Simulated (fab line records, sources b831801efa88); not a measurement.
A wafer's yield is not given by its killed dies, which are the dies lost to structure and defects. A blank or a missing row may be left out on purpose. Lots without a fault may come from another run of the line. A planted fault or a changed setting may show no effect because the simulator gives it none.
The same fault as seen by 2 desks | flow sky130 | numbers are kept per desk, each desk with only its own; the story behind them comes last

== METROLOGY DESK ==
Means of the sampled wafers that have a number, per lot and without regard to the tool the lot ran on: this is what the gauges read. If a lot's mean is further than 4 standard deviations from the usual mean, the lot is out of limits and carries the mark OUT (the distance appears in the brackets). It has 8 readings; the 7 that lie furthest out on some lot are the ones shown.
Columns: A = VIA2_W_RS at SKY_VIA2_RS_MEAS_22, usual 0.271 ohm/sq; B = VIA2_W_THK at SKY_VIA2_THK_MEAS_23, usual 429 nm; C = CAPM_CVD_00_THK at SKY_CAPM_THK_MEAS_01, usual 15.58 nm; D = CAPM_TIN_RS at SKY_CAPM_RS_MEAS_03, usual 6.95 ohm/sq; E = CAPM_TIN_THK at SKY_CAPM_THK_MEAS_04, usual 196.6 nm; F = CAPM_OVL at SKY_CAPM_OVL_MEAS_12, usual 0.1 nm; G = METAL3_OVL at SKY_METAL3_OVL_MEAS_14, usual -3 nm
lot  | first seen here | A     | B   | C     | D    | E     | F    | G
L238 | day 36 17:54    | 0.272 | 439 | 15.34 | 6.99 | 196.7 | 0.7  | -2
L244 | day 38 17:37    | 0.269 | 436 | 15.81 | 6.87 | 197.6 | -1.4 | -4
L251 | day 40 20:03    | 0.278 | 417 | 15.62 | 6.88 | 198.4 | 0.9  | 9
L252 | day 41 01:10    | 0.270 | 427 | 15.51 | 6.87 | 198.0 | 2.0  | -4
L254 | day 41 13:53    | 0.269 | 428 | 15.51 | 6.94 | 196.4 | -1.4 | -5
L259 | day 42 21:39    | 0.272 | 428 | 15.67 | 6.98 | 194.8 | 1.2  | -5
This desk found nothing out of limits on any of the 6 lots.

== DESK OF THE TOOL OWNER: pvd-sputter-04 ==
The tool's own readings at SKY_CAPM_SPUTTER_02 (material TiN, target thk 200 nm, time 166.7 s): means of the sampled wafers that have a number, for each lot that ran on this tool. If a lot's mean is further than 4 standard deviations from the usual mean, the lot is out of limits and carries the mark OUT (the distance appears in the brackets).
Columns: A = cathode-dc-power-W at SKY_CAPM_SPUTTER_02, usual 6500.0 W; B = throttle-valve-pct at SKY_CAPM_SPUTTER_02, usual 29.2 %
lot  | first seen here | A      | B
L238 | day 36 18:35    | 6499.9 | 29.4
L251 | day 40 20:43    | 6500.2 | 31.1
L252 | day 41 01:55    | 6499.9 | 28.5
This desk found nothing out of limits on any of the 3 lots.

== BROUGHT TOGETHER ==
The metrology desk saw nothing out of limits.
Nothing out of limits was seen by the tool owner's desk.

== WHAT THE SIMULATOR HAD INSERTED ==
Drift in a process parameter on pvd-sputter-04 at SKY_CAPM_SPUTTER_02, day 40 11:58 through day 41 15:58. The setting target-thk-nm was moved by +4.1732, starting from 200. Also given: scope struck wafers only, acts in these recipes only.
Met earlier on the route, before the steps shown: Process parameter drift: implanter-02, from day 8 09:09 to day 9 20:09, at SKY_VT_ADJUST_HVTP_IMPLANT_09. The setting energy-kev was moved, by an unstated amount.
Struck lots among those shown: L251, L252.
